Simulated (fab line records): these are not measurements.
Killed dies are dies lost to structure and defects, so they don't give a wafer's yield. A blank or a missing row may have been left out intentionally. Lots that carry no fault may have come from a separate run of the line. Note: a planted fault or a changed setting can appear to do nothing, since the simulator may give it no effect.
What tool caused it? -- flow gf180mcu -- 11 lots, 33 wafers sampled, at 3 steps of a route of 602

## WHAT THE GAUGES READ, wafer by wafer
GF_V3_BOW_MEAS_05.
lot,measured,on,V3_BOW (um)
L259,day 22 00:59,filmMetro-03,125 130 130
L260,day 22 22:10,filmMetro-01,121 108 122
L261,day 23 09:07,filmMetro-03,116 113 108
L262,day 23 16:48,filmMetro-03,105 119 115
L266,day 24 23:17,filmMetro-03,103 116 105
L268,day 25 16:28,filmMetro-03,117 113 122
L270,day 26 02:45,filmMetro-04,117 121 119
L273,day 26 23:05,filmMetro-01,107 111 113
L276,day 27 16:25,filmMetro-01,105 133 118
L279,day 28 14:27,filmMetro-03,116 126 112
L280,day 28 20:26,filmMetro-01,116 113 113

GF_M4_THK_MEAS_06: measures by xrf.
lot,measured,on,M4_ALCU_THK (nm)
L259,day 23 02:06,filmMetro-03,460 456 461
L260,day 23 22:55,filmMetro-03,459 450 452
L261,day 24 09:16,filmMetro-02,450 449 459
L262,day 24 16:23,filmMetro-03,456 463 458
L266,day 25 22:08,filmMetro-03,456 462 458
L268,day 26 15:05,filmMetro-04,458 468 458
L270,day 27 01:05,filmMetro-04,456 453 454
L273,day 27 21:20,filmMetro-04,458 460 466
L276,day 28 13:23,filmMetro-04,457 455 454
L279,day 29 11:50,filmMetro-03,454 442 446
L280,day 29 17:30,filmMetro-03,448 451 452

## WHICH TOOL RAN EACH LOT (tool, then ch and the chambers of the sampled wafers, then the start)
lot,GF_V3_ETCH_16
L259,"rieDiel-01 ch 1,2,3, day 23 00:23"
L260,"rieDiel-04 ch 0,1,3, day 23 21:12"
L261,"rieDiel-02 ch 0,2, day 24 07:33"
L262,"rieDiel-01 ch 1,2, day 24 14:41"
L266,"rieDiel-02 ch 0,1, day 25 20:24"
L268,"rieDiel-01 ch 0,3, day 26 13:18"
L270,"rieDiel-04 ch 0,1,3, day 26 23:21"
L273,"rieDiel-04 ch 0,1,2, day 27 19:32"
L276,"rieDiel-01 ch 0,1,3, day 28 11:38"
L279,"rieDiel-02 ch 1,2,3, day 29 10:02"
L280,"rieDiel-04 ch 0,1,2, day 29 15:48"
- GF_V3_ETCH_16: etches BARC in N2/H2.

## WHAT THE TOOLS THEMSELVES READ (means of the sampled wafers that have a number; where no wafer has one, the mark that the record gives instead)
GF_V3_ETCH_16.
lot,tool,drypumpMotorCurrentA (A),oesProductAu (a.u.),throttleValvePct (%)
L259,rieDiel-01,5.2,0.856,13.229
L260,rieDiel-04,5.5,0.858,13.232
L261,rieDiel-02,5.7,0.845,13.232
L262,rieDiel-01,5.2,0.858,13.226
L266,rieDiel-02,6.5,0.855,13.234
L268,rieDiel-01,5.4,0.854,13.231
L270,rieDiel-04,5.5,0.857,13.225
L273,rieDiel-04,5.6,0.851,13.225
L276,rieDiel-01,5.5,0.856,13.238
L279,rieDiel-02,5.9,0.858,13.233
L280,rieDiel-04,5.6,0.858,13.217

## THE ANSWER, worked out from the rows above alone
Rule: the usual values come from the lots themselves. The widest of any qualifying gaps counts: lots, ordered by their means at a reading, are off when they make up no more than a third of the lots, leave a main group of 4 or more, and stand apart from it by 3 or more times the standard deviation of that group's means. A main group is skipped when, at the precision printed for the reading in the tables above, its means are all equal. A lot without any number at a reading at which 4 lots or more have one is off too. The other lots that the step has rows for count as sound. The gauges are gone through in route order, then the tools' own readings, and for those a lot's mean is taken as printed above. At the first step where some lot is off, the reading lying furthest off is the one used; lots without a number count as furthest.
No lot is off on any of the readings shown, so nothing can be concluded from this.

## WHAT HAD BEEN PUT IN BY THE SIMULATOR
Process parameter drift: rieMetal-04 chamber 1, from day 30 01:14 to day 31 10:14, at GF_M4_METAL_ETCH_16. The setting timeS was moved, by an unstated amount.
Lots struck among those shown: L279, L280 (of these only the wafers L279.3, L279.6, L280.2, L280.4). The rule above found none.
